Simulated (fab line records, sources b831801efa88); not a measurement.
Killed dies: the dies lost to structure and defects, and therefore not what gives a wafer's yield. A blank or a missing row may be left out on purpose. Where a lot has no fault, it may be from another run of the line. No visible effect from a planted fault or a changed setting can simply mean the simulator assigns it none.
Which tool is to blame? || flow sky130 || 11 lots, 33 wafers sampled, at 6 steps of a route of 708

## WHAT THE GAUGES SHOWED, per wafer
SKY_SONOS_ONO_THK_MEAS_01. Usual: for SONOS_ONO_OXIDATION_THK the level is 2.64 nm and the standard deviation is 0.051.
{"lot": "L142", "measured": "day 13 07:37", "on": "filmMetro-02", "SONOS_ONO_OXIDATION_THK (nm)": "2.68 2.62 2.67", "flag": ""}
{"lot": "L144", "measured": "day 13 11:52", "on": "filmMetro-04", "SONOS_ONO_OXIDATION_THK (nm)": "2.71 2.72 2.73", "flag": ""}
{"lot": "L145", "measured": "day 13 11:52", "on": "filmMetro-01", "SONOS_ONO_OXIDATION_THK (nm)": "2.62 2.62 2.61", "flag": ""}
{"lot": "L146", "measured": "day 13 11:56", "on": "filmMetro-02", "SONOS_ONO_OXIDATION_THK (nm)": "2.62 2.63 2.65", "flag": ""}
{"lot": "L147", "measured": "day 13 15:19", "on": "filmMetro-04", "SONOS_ONO_OXIDATION_THK (nm)": "2.65 2.58 2.64", "flag": ""}
{"lot": "L149", "measured": "day 13 15:22", "on": "filmMetro-01", "SONOS_ONO_OXIDATION_THK (nm)": "2.73 2.65 2.68", "flag": ""}
{"lot": "L150", "measured": "day 13 17:32", "on": "filmMetro-01", "SONOS_ONO_OXIDATION_THK (nm)": "2.63 2.62 2.57", "flag": ""}
{"lot": "L157", "measured": "day 20 12:16", "on": "filmMetro-01", "SONOS_ONO_OXIDATION_THK (nm)": "2.61 2.61 2.61", "flag": ""}
{"lot": "L156", "measured": "day 20 12:17", "on": "filmMetro-04", "SONOS_ONO_OXIDATION_THK (nm)": "2.63 2.64 2.53", "flag": ""}
{"lot": "L159", "measured": "day 20 13:37", "on": "filmMetro-04", "SONOS_ONO_OXIDATION_THK (nm)": "2.67 2.64 2.63", "flag": ""}
{"lot": "L161", "measured": "day 20 19:57", "on": "filmMetro-01", "SONOS_ONO_OXIDATION_THK (nm)": "2.68 2.65 2.67", "flag": ""}

SKY_SONOS_ONO_OVL_MEAS_14. Usual: for SONOS_ONO_OVL the level is -1.3 nm and the standard deviation is 1.2.
{"lot": "L142", "measured": "day 14 16:00", "on": "overlay-02", "SONOS_ONO_OVL (nm)": "-2.5 -2.4 -2.0", "flag": ""}
{"lot": "L144", "measured": "day 14 22:34", "on": "overlay-01", "SONOS_ONO_OVL (nm)": "-0.3 -0.8 -0.4", "flag": ""}
{"lot": "L145", "measured": "day 14 22:26", "on": "overlay-02", "SONOS_ONO_OVL (nm)": "0.1 -3.1 0.3", "flag": ""}
{"lot": "L146", "measured": "day 14 22:49", "on": "overlay-02", "SONOS_ONO_OVL (nm)": "-2.0 -1.7 -0.8", "flag": ""}
{"lot": "L147", "measured": "day 15 00:23", "on": "overlay-01", "SONOS_ONO_OVL (nm)": "-0.8 -0.6 -1.3", "flag": ""}
{"lot": "L149", "measured": "day 15 01:14", "on": "overlay-02", "SONOS_ONO_OVL (nm)": "-1.0 -1.6 -1.1", "flag": ""}
{"lot": "L150", "measured": "day 15 02:53", "on": "overlay-01", "SONOS_ONO_OVL (nm)": "-0.8 -1.2 -2.1", "flag": ""}
{"lot": "L157", "measured": "day 21 22:46", "on": "overlay-02", "SONOS_ONO_OVL (nm)": "-1.0 -2.3 -0.2", "flag": ""}
{"lot": "L156", "measured": "day 21 22:21", "on": "overlay-02", "SONOS_ONO_OVL (nm)": "-0.4 -1.7 -3.2", "flag": ""}
{"lot": "L159", "measured": "day 21 23:59", "on": "overlay-02", "SONOS_ONO_OVL (nm)": "-3.2 -2.3 -0.8", "flag": ""}
{"lot": "L161", "measured": "day 22 08:47", "on": "overlay-01", "SONOS_ONO_OVL (nm)": "-2.1 -1.5 -1.8", "flag": ""}

SKY_GATE_OXIDE_THK_MEAS_02. Usual: for GATE_OXIDE_OXIDATION_00_THK the level is 10.41 nm and the standard deviation is 0.17.
{"lot": "L142", "measured": "day 14 18:40", "on": "filmMetro-01", "GATE_OXIDE_OXIDATION_00_THK (nm)": "10.56 10.59 10.62", "flag": ""}
{"lot": "L144", "measured": "day 15 01:10", "on": "filmMetro-01", "GATE_OXIDE_OXIDATION_00_THK (nm)": "10.33 10.04 10.18", "flag": ""}
{"lot": "L145", "measured": "day 15 00:13", "on": "filmMetro-02", "GATE_OXIDE_OXIDATION_00_THK (nm)": "10.21 10.38 10.26", "flag": ""}
{"lot": "L146", "measured": "day 15 01:10", "on": "filmMetro-03", "GATE_OXIDE_OXIDATION_00_THK (nm)": "10.53 10.57 10.57", "flag": ""}
{"lot": "L147", "measured": "day 15 03:08", "on": "filmMetro-02", "GATE_OXIDE_OXIDATION_00_THK (nm)": "10.36 10.41 10.56", "flag": ""}
{"lot": "L149", "measured": "day 15 03:11", "on": "filmMetro-02", "GATE_OXIDE_OXIDATION_00_THK (nm)": "10.56 10.27 10.48", "flag": ""}
{"lot": "L150", "measured": "day 15 06:03", "on": "filmMetro-01", "GATE_OXIDE_OXIDATION_00_THK (nm)": "10.78 10.54 10.58", "flag": ""}
{"lot": "L157", "measured": "day 22 00:32", "on": "filmMetro-03", "GATE_OXIDE_OXIDATION_00_THK (nm)": "10.39 10.44 10.42", "flag": ""}
{"lot": "L156", "measured": "day 22 00:07", "on": "filmMetro-01", "GATE_OXIDE_OXIDATION_00_THK (nm)": "10.59 10.39 10.52", "flag": ""}
{"lot": "L159", "measured": "day 22 01:46", "on": "filmMetro-01", "GATE_OXIDE_OXIDATION_00_THK (nm)": "10.46 10.40 10.42", "flag": ""}
{"lot": "L161", "measured": "day 22 10:47", "on": "filmMetro-03", "GATE_OXIDE_OXIDATION_00_THK (nm)": "10.45 10.51 10.46", "flag": ""}

SKY_LDD_N_TW_MEAS_17. Usual: for LDD_N_TW the level is 2576 and the standard deviation is 34.
{"lot": "L142", "measured": "day 20 03:25", "on": "filmMetro-02", "LDD_N_TW": "2611 2616 2617", "flag": ""}
{"lot": "L144", "measured": "day 20 09:55", "on": "filmMetro-04", "LDD_N_TW": "2569 2557 2567", "flag": ""}
{"lot": "L145", "measured": "day 20 10:44", "on": "filmMetro-02", "LDD_N_TW": "2609 2619 2600", "flag": ""}
{"lot": "L146", "measured": "day 20 13:10", "on": "filmMetro-04", "LDD_N_TW": "2573 2553 2567", "flag": ""}
{"lot": "L147", "measured": "day 20 13:24", "on": "filmMetro-02", "LDD_N_TW": "2611 2601 2616", "flag": ""}
{"lot": "L149", "measured": "day 20 14:36", "on": "filmMetro-02", "LDD_N_TW": "2634 2602 2601", "flag": ""}
{"lot": "L150", "measured": "day 20 18:52", "on": "filmMetro-01", "LDD_N_TW": "2527 2530 2532", "flag": ""}
{"lot": "L157", "measured": "day 27 11:08", "on": "filmMetro-04", "LDD_N_TW": "2589 2582 2571", "flag": ""}
{"lot": "L156", "measured": "day 27 09:15", "on": "filmMetro-01", "LDD_N_TW": "2846 2833 2830", "flag": "OFF"}
{"lot": "L159", "measured": "day 27 11:46", "on": "filmMetro-04", "LDD_N_TW": "2911 2900 2912", "flag": "OFF"}
{"lot": "L161", "measured": "day 27 20:08", "on": "filmMetro-01", "LDD_N_TW": "2845 2846 2854", "flag": "OFF"}

## EACH LOT AND THE TOOL THAT RAN IT (in order: tool; ch and the chambers of the sampled wafers; start)
{"lot": "L142", "SKY_LDD_N_IMPLANT_10": "implanter-04 ch 0, day 20 02:26", "SKY_LDD_N_STRIP_16": "plasmaAsher-02 ch 0,1, day 20 03:18"}
{"lot": "L144", "SKY_LDD_N_IMPLANT_10": "implanter-02 ch 0, day 20 08:55", "SKY_LDD_N_STRIP_16": "plasmaAsher-01 ch 0,1, day 20 09:49"}
{"lot": "L145", "SKY_LDD_N_IMPLANT_10": "implanter-04 ch 0, day 20 09:44", "SKY_LDD_N_STRIP_16": "plasmaAsher-02 ch 0,1, day 20 10:38"}
{"lot": "L146", "SKY_LDD_N_IMPLANT_10": "implanter-02 ch 0, day 20 12:11", "SKY_LDD_N_STRIP_16": "plasmaAsher-01 ch 0,1, day 20 13:04"}
{"lot": "L147", "SKY_LDD_N_IMPLANT_10": "implanter-04 ch 0, day 20 12:24", "SKY_LDD_N_STRIP_16": "plasmaAsher-02 ch 0,1, day 20 13:18"}
{"lot": "L149", "SKY_LDD_N_IMPLANT_10": "implanter-04 ch 0, day 20 13:36", "SKY_LDD_N_STRIP_16": "plasmaAsher-01 ch 0, day 20 14:30"}
{"lot": "L150", "SKY_LDD_N_IMPLANT_10": "implanter-04 ch 0, day 20 17:53", "SKY_LDD_N_STRIP_16": "plasmaAsher-02 ch 0,1, day 20 18:45"}
{"lot": "L157", "SKY_LDD_N_IMPLANT_10": "implanter-03 ch 0, day 27 10:08", "SKY_LDD_N_STRIP_16": "plasmaAsher-01 ch 0,1, day 27 11:02"}
{"lot": "L156", "SKY_LDD_N_IMPLANT_10": "implanter-02 ch 0, day 27 08:17", "SKY_LDD_N_STRIP_16": "plasmaAsher-01 ch 0,1, day 27 09:10"}
{"lot": "L159", "SKY_LDD_N_IMPLANT_10": "implanter-02 ch 0, day 27 10:46", "SKY_LDD_N_STRIP_16": "plasmaAsher-02 ch 1, day 27 11:40"}
{"lot": "L161", "SKY_LDD_N_IMPLANT_10": "implanter-02 ch 0, day 27 19:08", "SKY_LDD_N_STRIP_16": "plasmaAsher-02 ch 0,1, day 27 20:02"}
- SKY_LDD_N_IMPLANT_10
- SKY_LDD_N_STRIP_16: strips in O2/N2.

## AS READ BY THE TOOLS THEMSELVES (means over the sampled wafers that have a number; for cases with no such wafer, the mark the record gives instead)
SKY_LDD_N_IMPLANT_10. Usual: beamOnS 9.97 s, standard deviation 0.19; doseIonsCm2 7.499e+13, standard deviation 7.4e+10; faradayCurrentUA 424, standard deviation 8.
{"lot": "L142", "tool": "implanter-04", "beamOnS (s)": 9.94, "doseIonsCm2": 7.505e+13, "faradayCurrentUA": 424, "flag": ""}
{"lot": "L144", "tool": "implanter-02", "beamOnS (s)": 9.86, "doseIonsCm2": 7.506e+13, "faradayCurrentUA": 428, "flag": ""}
{"lot": "L145", "tool": "implanter-04", "beamOnS (s)": 9.86, "doseIonsCm2": 7.493e+13, "faradayCurrentUA": 428, "flag": ""}
{"lot": "L146", "tool": "implanter-02", "beamOnS (s)": 9.97, "doseIonsCm2": 7.505e+13, "faradayCurrentUA": 425, "flag": ""}
{"lot": "L147", "tool": "implanter-04", "beamOnS (s)": 9.98, "doseIonsCm2": 7.498e+13, "faradayCurrentUA": 424, "flag": ""}
{"lot": "L149", "tool": "implanter-04", "beamOnS (s)": 9.85, "doseIonsCm2": 7.499e+13, "faradayCurrentUA": 428, "flag": ""}
{"lot": "L150", "tool": "implanter-04", "beamOnS (s)": 9.87, "doseIonsCm2": 7.499e+13, "faradayCurrentUA": 428, "flag": ""}
{"lot": "L157", "tool": "implanter-03", "beamOnS (s)": 10.03, "doseIonsCm2": 7.488e+13, "faradayCurrentUA": 422, "flag": ""}
{"lot": "L156", "tool": "implanter-02", "beamOnS (s)": 44.81, "doseIonsCm2": 4.422e+14, "faradayCurrentUA": 555, "flag": "OFF"}
{"lot": "L159", "tool": "implanter-02", "beamOnS (s)": 45.05, "doseIonsCm2": 4.422e+14, "faradayCurrentUA": 553, "flag": "OFF"}
{"lot": "L161", "tool": "implanter-02", "beamOnS (s)": 45.52, "doseIonsCm2": 4.422e+14, "faradayCurrentUA": 547, "flag": "OFF"}

SKY_LDD_N_STRIP_16. Usual: drypumpMotorCurrentA 5.73 A, standard deviation 0.21; oesProductAu 0.406 a.u., standard deviation 0.0043; stripTimeToEndpointS 4.315 s, standard deviation 0.015.
{"lot": "L142", "tool": "plasmaAsher-02", "drypumpMotorCurrentA (A)": 5.77, "oesProductAu (a.u.)": 0.403, "stripTimeToEndpointS (s)": 4.310, "flag": ""}
{"lot": "L144", "tool": "plasmaAsher-01", "drypumpMotorCurrentA (A)": 5.82, "oesProductAu (a.u.)": 0.406, "stripTimeToEndpointS (s)": 4.316, "flag": ""}
{"lot": "L145", "tool": "plasmaAsher-02", "drypumpMotorCurrentA (A)": 5.80, "oesProductAu (a.u.)": 0.405, "stripTimeToEndpointS (s)": 4.320, "flag": ""}
{"lot": "L146", "tool": "plasmaAsher-01", "drypumpMotorCurrentA (A)": 5.88, "oesProductAu (a.u.)": 0.404, "stripTimeToEndpointS (s)": 4.317, "flag": ""}
{"lot": "L147", "tool": "plasmaAsher-02", "drypumpMotorCurrentA (A)": 5.78, "oesProductAu (a.u.)": 0.411, "stripTimeToEndpointS (s)": 4.324, "flag": ""}
{"lot": "L149", "tool": "plasmaAsher-01", "drypumpMotorCurrentA (A)": 5.91, "oesProductAu (a.u.)": 0.403, "stripTimeToEndpointS (s)": 4.326, "flag": ""}
{"lot": "L150", "tool": "plasmaAsher-02", "drypumpMotorCurrentA (A)": 5.80, "oesProductAu (a.u.)": 0.409, "stripTimeToEndpointS (s)": 4.322, "flag": ""}
{"lot": "L157", "tool": "plasmaAsher-01", "drypumpMotorCurrentA (A)": 5.87, "oesProductAu (a.u.)": 0.406, "stripTimeToEndpointS (s)": 4.305, "flag": ""}
{"lot": "L156", "tool": "plasmaAsher-01", "drypumpMotorCurrentA (A)": 5.82, "oesProductAu (a.u.)": 0.401, "stripTimeToEndpointS (s)": 5.202, "flag": "OFF"}
{"lot": "L159", "tool": "plasmaAsher-02", "drypumpMotorCurrentA (A)": 5.78, "oesProductAu (a.u.)": 0.404, "stripTimeToEndpointS (s)": 5.208, "flag": "OFF"}
{"lot": "L161", "tool": "plasmaAsher-02", "drypumpMotorCurrentA (A)": 5.79, "oesProductAu (a.u.)": 0.403, "stripTimeToEndpointS (s)": 5.194, "flag": "OFF"}

## THE ANSWER, worked out from the rows above alone
Rule: a lot is off if the mean of its wafers that have a number lies more than 3 standard deviations from the usual mean. A lot without any number at a reading at which 4 lots or more have one is off too. Where the step has rows for the other lots, those lots are counted as sound. Order of review: gauges by route order, followed by the tools' own readings, for which a lot's mean as printed above is used. At the first step where some lot is off, the reading lying furthest off is the one used; lots without a number count as furthest.
Off: at SKY_LDD_N_TW_MEAS_17 (LDD_N_TW), L156, L159, L161.
If a tool, at a process step before that reading, ran all the lots that are off and no sound lot after the first of them, it fits. Not tried: the gauges at SKY_LDD_N_TW_MEAS_17; whatever is off there is also off at SKY_LDD_N_IMPLANT_10, on other tools, and gauge error can't account for it. One fits: SKY_LDD_N_IMPLANT_10 on implanter-02. Its last sound lot is L146 (day 20 12:11), its first lot that is off L156 (day 27 08:17): a fault that began between those two fits.
The tool's own readings at SKY_LDD_N_IMPLANT_10 bear it out: on the lots that are off they differ by more than 5 times the standard deviation of the sound lots' means. beamOnS reads 45.13 s there against 9.92 s on the sound lots; doseIonsCm2 reads 4.422e+14 there against 7.499e+13 on the sound lots; faradayCurrentUA reads 552 there against 426 on the sound lots.

## WHAT THE SIMULATOR HAD PUT IN
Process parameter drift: implanter-02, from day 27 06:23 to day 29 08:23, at SKY_LDD_N_IMPLANT_10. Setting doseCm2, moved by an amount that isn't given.
Struck lots among those shown: L156, L159, L161. This agrees with what the rule above found.
